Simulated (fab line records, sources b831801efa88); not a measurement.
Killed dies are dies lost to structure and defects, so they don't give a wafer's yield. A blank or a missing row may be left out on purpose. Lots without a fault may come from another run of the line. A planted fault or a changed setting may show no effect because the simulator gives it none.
fab line records | flow sky130
record lots=14 wafers=42 last_day=50
route steps=708 shown METAL2@503 VIA2@516
lots that met no fault: from a run of the same line without faults
start_h: hours from the record's first day to the start of the lot's first wafer shown | wait_h: hours since the lot's step before | " the same as in the row above | L1.1+2: a row that stands for several wafers | - no value, or no start given | * or withheld: withheld | < > ~ a bound
route shown NAME@n: a module of which the file shows steps, and the number in the route of the first | usual: mean/standard deviation of fault-free wafers | same: alike in all rows | chamber/n: place in a boat | sites: the reading at each site | _std_site: their standard deviation | _edge_site: outer sites' mean less inner sites' | radius_mm: how far each site lies from the wafer's centre | mask NAME#n: copy n | behind: the tool/chamber that last shaped the wafer | hold: why the lot was held/for how many hours/how that ended | device: the transistor (n, p or np) that didn't switch | end of line: the same wafers' tests at the end of the route | a step without rows: its recipe alone | killed: dies lost to structure and defects at the first sort, not the wafer's yield | map: a wafer's dies, x killed, . not, _ none there
set.NAME: the setting as run; set.NAME@STEP: as run at that earlier step | model.NAME: the simulator's own value behind a step, which no gauge read
steps of the route over a sample of lots; a table a step, a row a wafer
services: from which hour (start_h, from the record's first day; less than 0 if before it) a tool's chamber was out of use, for how many hours, and why
## steps
# step SKY_METAL2_STRIP_20
# recipe chemistry=O2/N2 power_w=1400 pressure_mtorr=1500 platen_temp_c=withheld o2_flow_sccm=3000 n2_flow_sccm=300 overash_fraction=0.5
# usual drypump_motor_current_A=5.87/0.27 oes_product_au=0.342/0.0048 strip_time_to_endpoint_s=2.68/0.043
# same overash_fraction=0.5
# columns lot.wafer tool chamber start_h wait_h drypump_motor_current_A oes_product_au rf_hours_counter_h strip_time_to_endpoint_s
L193.4 plasma_asher-02 1 821.75 0.1 6.24 0.337 - 2.66
L193.5 " 1 " " 6.26 0.347 - 2.71
L193.6 " 0 " " 5.91 0.337 - 2.64
L194.4 plasma_asher-02 1 829.15 0.1 6.24 0.339 - 2.73
L194.5 " 1 " " 6.25 0.339 - 2.65
L194.6 " 0 " " 5.83 0.346 - 2.72
L196.1 plasma_asher-01 0 847.78 0.1 5.60 0.344 99 2.63
L196.3 " 0 " " 5.60 0.341 - 2.63
L196.4 " 1 " " 5.84 0.335 - 2.69
L197.3 plasma_asher-03 1 859.05 0.1 5.42 0.341 - 2.66
L197.4 " 0 " " 6.11 0.347 - 2.64
L197.6 " 1 " " 5.43 0.340 - 2.67
L198.1 plasma_asher-03 1 865.68 0.1 5.43 0.341 43 2.71
L198.2 " 0 " " 6.14 0.348 43 2.67
L198.3 " 0 " " 6.11 0.342 - 2.61
L199.1 plasma_asher-02 0 870.18 0.1 5.86 0.335 13 2.72
L199.4 " 1 " " 6.29 0.343 - 2.68
L199.6 " 1 " " 6.29 0.335 - 2.60
L200.3 plasma_asher-02 0 876.07 0.1 5.88 0.332 - 2.67
L200.4 " 1 " " 6.27 0.340 - 2.62
L200.6 " 0 " " 5.89 0.346 - 2.62
L201.3 plasma_asher-01 1 895.76 0.1 5.87 0.349 - 2.70
L201.4 " 0 " " 5.63 0.343 - 2.71
L201.6 " 1 " " 5.86 0.343 - 2.72
L202.1 plasma_asher-03 0 900.08 0.1 6.11 0.344 47 2.71
L202.4 " 1 " " 5.45 0.346 - 2.72
L202.6 " 0 " " 6.10 0.344 - 2.74
L204.1 plasma_asher-01 1 901.83 0.1 5.81 0.342 103 2.72
L204.4 " 0 " " 5.59 0.340 - 2.70
L204.5 " 0 " " 5.59 0.350 - 2.67
L206.3 plasma_asher-01 0 924.17 0.1 5.58 0.344 - 2.66
L206.5 " 0 " " 5.58 0.339 - 2.68
L206.6 " 1 " " 5.86 0.345 - 2.75
L214.1 plasma_asher-01 1 988.65 0.1 5.86 0.336 112 2.67
L214.3 " 0 " " 5.60 0.333 - 2.67
L214.6 " 0 " " 5.61 0.346 - 2.77
L215.2 plasma_asher-03 1 995.73 0.1 5.44 0.341 57 2.68
L215.3 " 1 " " 5.44 0.349 - 2.65
L215.6 " 1 " " 5.43 0.337 - 2.65
L216.1 plasma_asher-01 0 1004.23 0.1 5.60 0.344 113 2.69
L216.2 " 1 " " 5.86 0.344 113 2.73
L216.4 " 1 " " 5.86 0.341 - 2.68
# step SKY_VIA2_EXPOSE_09
# recipe mask_id=VIM2 na=0.8 source_shape=annular sigma_inner=0.55 sigma_outer=0.85 target_cd_nm=200 dose_mj=38
# usual exposure_dose_mJ_cm2=38.01/0.037 focus_offset_nm=0.0/0.52
# columns lot.wafer tool chamber start_h wait_h mask exposure_dose_mJ_cm2 focus_offset_nm
L193.4 krf_scanner-02 0 836.69 - VIM2#0 38.02 0.2
L193.5 " 0 " " VIM2#0 37.98 0.3
L193.6 " 0 " " VIM2#0 37.93 0.2
L194.4 krf_scanner-01 0 844.01 - VIM2#0 37.97 0.5
L194.5 " 0 " " VIM2#0 38.01 -0.6
L194.6 " 0 " " VIM2#0 37.99 -0.8
L196.1 krf_scanner-02 0 862.23 - VIM2#0 38.00 -0.6
L196.3 " 0 " " VIM2#0 38.04 0.3
L196.4 " 0 " " VIM2#0 38.01 0.1
L197.3 krf_scanner-02 0 873.97 - VIM2#0 38.09 0.8
L197.4 " 0 " " VIM2#0 38.06 0.1
L197.6 " 0 " " VIM2#0 38.01 0.1
L198.1 krf_scanner-02 0 879.28 - VIM2#0 38.00 -0.7
L198.2 " 0 " " VIM2#0 38.00 0.1
L198.3 " 0 " " VIM2#0 38.02 0.2
L199.1 krf_scanner-01 0 884.28 - VIM2#0 37.95 -0.3
L199.4 " 0 " " VIM2#0 37.95 0.5
L199.6 " 0 " " VIM2#0 37.99 0.2
L200.3 krf_scanner-02 0 890.20 - VIM2#0 38.03 0.4
L200.4 " 0 " " VIM2#0 38.02 -0.3
L200.6 " 0 " " VIM2#0 38.06 0.5
L201.3 krf_scanner-01 0 909.24 - VIM2#0 38.00 -0.2
L201.4 " 0 " " VIM2#0 37.97 -0.1
L201.6 " 0 " " VIM2#0 37.98 0.4
L202.1 krf_scanner-01 - 914.11 - VIM2#0 - -
L202.4 " - " " VIM2#0 - -
L202.6 " - " " VIM2#0 - -
L204.1 krf_scanner-02 - 915.90 - VIM2#0 - -
L204.4 " - " " VIM2#0 - -
L204.5 " - " " VIM2#0 - -
L206.3 krf_scanner-01 0 937.52 - VIM2#0 37.98 0.1
L206.5 " 0 " " VIM2#0 38.00 -0.3
L206.6 " 0 " " VIM2#0 37.98 -0.4
L214.1 krf_scanner-02 0 1003.56 - VIM2#0 38.01 0.5
L214.3 " 0 " " VIM2#0 37.98 -1.0
L214.6 " 0 " " VIM2#0 37.94 -0.3
L215.2 krf_scanner-02 0 1009.17 - VIM2#0 38.03 -0.2
L215.3 " 0 " " VIM2#0 38.08 -0.6
L215.6 " 0 " " VIM2#0 38.06 0.7
L216.1 krf_scanner-02 0 1016.81 - VIM2#0 37.98 0.0
L216.2 " 0 " " VIM2#0 37.98 -0.3
L216.4 " 0 " " VIM2#0 38.02 0.3
# step SKY_VIA2_SPUTTER_20
# recipe material=TiN target_thk_nm=20 chamber_pressure_pa=5 power_w=4000 time_s=80
# usual chamber_pressure_pa=4.998/0.0092 throttle_valve_pct=30.0/0.99
# columns lot.wafer tool chamber start_h wait_h chamber_pressure_pa throttle_valve_pct
L193.4 pvd_sputter-02 - 850.46 0.0 4.995 28.2
L193.5 " - " " 4.991 28.1
L193.6 " - " " 5.004 31.7
L194.4 pvd_sputter-02 - 857.42 0.0 5.001 28.2
L194.5 " - " " 5.002 30.0
L194.6 " - " " 4.997 30.2
L196.1 pvd_sputter-01 - 875.91 0.0 5.000 29.6
L196.3 " - " " 5.012 29.6
L196.4 " - " " 4.989 29.9
L197.3 pvd_sputter-02 - 886.78 0.0 5.017 29.9
L197.4 " - " " 5.005 30.0
L197.6 " - " " 4.997 31.7
L198.1 pvd_sputter-02 - 893.57 0.0 4.998 30.2
L198.2 " - " " 4.992 31.8
L198.3 " - " " 5.008 28.2
L199.1 pvd_sputter-01 - 898.14 0.0 5.008 29.4
L199.4 " - " " 4.996 29.5
L199.6 " - " " 5.008 29.4
L200.3 pvd_sputter-01 - 903.89 0.0 5.010 31.0
L200.4 " - " " 4.997 29.9
L200.6 " - " " 4.992 31.0
L201.3 pvd_sputter-03 - 923.28 0.0 4.991 30.0
L201.4 " - " " 5.008 30.9
L201.6 " - " " 4.983 30.5
L202.1 pvd_sputter-02 - 927.68 0.0 5.008 27.9
L202.4 " - " " 4.980 30.1
L202.6 " - " " 5.003 30.0
L204.1 pvd_sputter-02 - 929.43 0.0 4.993 30.5
L204.4 " - " " 4.996 30.1
L204.5 " - " " 4.987 28.3
L206.3 pvd_sputter-02 - 951.52 0.0 4.993 31.9
L206.5 " - " " 5.015 30.3
L206.6 " - " " 5.008 30.4
L214.1 pvd_sputter-01 - 1014.94 0.0 4.999 29.4
L214.3 " - " " 5.000 31.0
L214.6 " - " " 4.991 30.8
L215.2 pvd_sputter-01 - 1021.27 0.0 5.013 29.5
L215.3 " - " " 4.989 29.9
L215.6 " - " " 5.013 30.2
L216.1 pvd_sputter-03 - 1029.41 0.0 4.990 30.1
L216.2 " - " " 5.001 30.2
L216.4 " - " " 5.000 28.6
## services
# columns tool chamber start_h hours kind
plasma_asher-01 - 810.23 2.2 repair
plasma_asher-02 - 817.25 2.8 pm
pvd_sputter-03 - 844.64 3.2 repair
plasma_asher-03 - 845.12 4.8 repair
plasma_asher-01 - 851.62 15.6 pm
krf_scanner-01 - 859.36 0.2 repair
pvd_sputter-01 - 879.24 2.2 repair
krf_scanner-02 - 883.32 1.5 repair
krf_scanner-02 - 884.85 1.3 pm
plasma_asher-02 - 894.69 10.6 repair
krf_scanner-01 - 910.78 1.3 pm
krf_scanner-01 - 923.67 0.8 pm
krf_scanner-02 - 924.83 0.8 pm
krf_scanner-01 - 927.64 0.6 repair
pvd_sputter-02 - 937.49 1.6 repair
krf_scanner-02 - 951.99 1.0 pm
krf_scanner-01 - 958.76 1.0 pm
pvd_sputter-03 - 997.27 1.2 repair
pvd_sputter-01 - 1000.03 7.2 repair
krf_scanner-02 - 1021.19 3.6 pm
## key
first_sign step=SKY_VIA2_EXPOSE_09 reading=tool_record direction=missing
effect none on later readings
met_at SKY_VIA2_EXPOSE_09
struck_lots L202,L204
later_rows_left_out L202.1,L202.4,L202.6,L204.1,L204.4,L204.5
sort_left_out L202.1,L202.4,L202.6,L204.1,L204.4,L204.5
not_acting_at SKY_METAL2_STRIP_20,SKY_VIA2_SPUTTER_20
onset_between 909.24 914.11
fault kind=skipped_step_whole tool=krf_scanner-01,krf_scanner-02 chamber=- onset_h=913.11 steps=SKY_VIA2_EXPOSE_09 scope=struck_lots_only
# sort_left_out: the simulated sort isn't trusted on such a fault, so these wafers' sort isn't shown, and their yield isn't known
# later_rows_left_out: the simulator's readings of these wafers behind a module that went badly wrong aren't trusted and aren't shown, but for the sort
